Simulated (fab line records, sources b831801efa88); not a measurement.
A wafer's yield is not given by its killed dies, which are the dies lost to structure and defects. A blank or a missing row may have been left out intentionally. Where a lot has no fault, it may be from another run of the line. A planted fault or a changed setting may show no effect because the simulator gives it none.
Matching of chambers || flow sky130 || rie diel-01 running SKY_VIA3_ETCH_14: 4 sister chambers
The step etches BARC in N2/H2, stops on SiO2, time 45.9 s, target depth 60 nm. 8 wafers are shown with their chamber, then 12 later ones without.

== WAFERS WITH THEIR CHAMBER ==
{"wafer": "L086.5", "chamber": 1, "drypump motor current A (A)": 5.0, "throttle valve pct (%)": 13.218}
{"wafer": "L086.6", "chamber": 0, "drypump motor current A (A)": 5.8, "throttle valve pct (%)": 13.229}
{"wafer": "L088.1", "chamber": 3, "drypump motor current A (A)": 5.3, "throttle valve pct (%)": 13.229}
{"wafer": "L088.5", "chamber": 3, "drypump motor current A (A)": 5.3, "throttle valve pct (%)": 13.226}
{"wafer": "L088.6", "chamber": 2, "drypump motor current A (A)": 6.5, "throttle valve pct (%)": 13.206}
{"wafer": "L091.2", "chamber": 2, "drypump motor current A (A)": 6.5, "throttle valve pct (%)": 13.219}
{"wafer": "L091.3", "chamber": 1, "drypump motor current A (A)": 5.0, "throttle valve pct (%)": 13.226}
{"wafer": "L091.5", "chamber": 0, "drypump motor current A (A)": 5.9, "throttle valve pct (%)": 13.215}

== WAFERS MISSING THEIR CHAMBER ==
{"wafer": "L092.1", "drypump motor current A (A)": 5.3, "throttle valve pct (%)": 13.229}
{"wafer": "L092.2", "drypump motor current A (A)": 5.1, "throttle valve pct (%)": 13.212}
{"wafer": "L092.4", "drypump motor current A (A)": 6.5, "throttle valve pct (%)": 13.234}
{"wafer": "L094.1", "drypump motor current A (A)": 5.1, "throttle valve pct (%)": 13.237}
{"wafer": "L094.4", "drypump motor current A (A)": 5.9, "throttle valve pct (%)": 13.212}
{"wafer": "L094.5", "drypump motor current A (A)": 5.0, "throttle valve pct (%)": 13.229}
{"wafer": "L095.1", "drypump motor current A (A)": 5.0, "throttle valve pct (%)": 13.224}
{"wafer": "L095.5", "drypump motor current A (A)": 6.5, "throttle valve pct (%)": 13.217}
{"wafer": "L095.6", "drypump motor current A (A)": 5.3, "throttle valve pct (%)": 13.229}
{"wafer": "L096.2", "drypump motor current A (A)": 5.4, "throttle valve pct (%)": 13.229}
{"wafer": "L096.3", "drypump motor current A (A)": 5.9, "throttle valve pct (%)": 13.225}
{"wafer": "L096.6", "drypump motor current A (A)": 5.0, "throttle valve pct (%)": 13.238}

== THE CHAMBER EACH PASSED THROUGH ==
{"wafer": "L092.1", "from the rows above": 3, "in truth": 3}
{"wafer": "L092.2", "from the rows above": 1, "in truth": 1}
{"wafer": "L092.4", "from the rows above": 2, "in truth": 2}
{"wafer": "L094.1", "from the rows above": 1, "in truth": 1}
{"wafer": "L094.4", "from the rows above": 0, "in truth": 0}
{"wafer": "L094.5", "from the rows above": 1, "in truth": 1}
{"wafer": "L095.1", "from the rows above": 1, "in truth": 1}
{"wafer": "L095.5", "from the rows above": 2, "in truth": 2}
{"wafer": "L095.6", "from the rows above": 3, "in truth": 3}
{"wafer": "L096.2", "from the rows above": 3, "in truth": 3}
{"wafer": "L096.3", "from the rows above": 0, "in truth": 0}
{"wafer": "L096.6", "from the rows above": 1, "in truth": 1}
Correctly placed: 12 of 12. From these rows, 0 cannot be placed. Number placed wrongly: 0.
How it was worked out, from the rows above alone: a wafer's distance from a chamber is the root of the sum, over the readings, of the square of ((its reading less the chamber's mean) divided by the reading's scatter). If the next closest chamber is less than 2 further off than the closest, the wafer can't be placed; otherwise it belongs to the closest. A chamber's mean is the mean of its shown wafers. The scatter: the root of (the sum of the squares of (reading less its chamber's mean) over the shown wafers, divided by (wafers less chambers)).
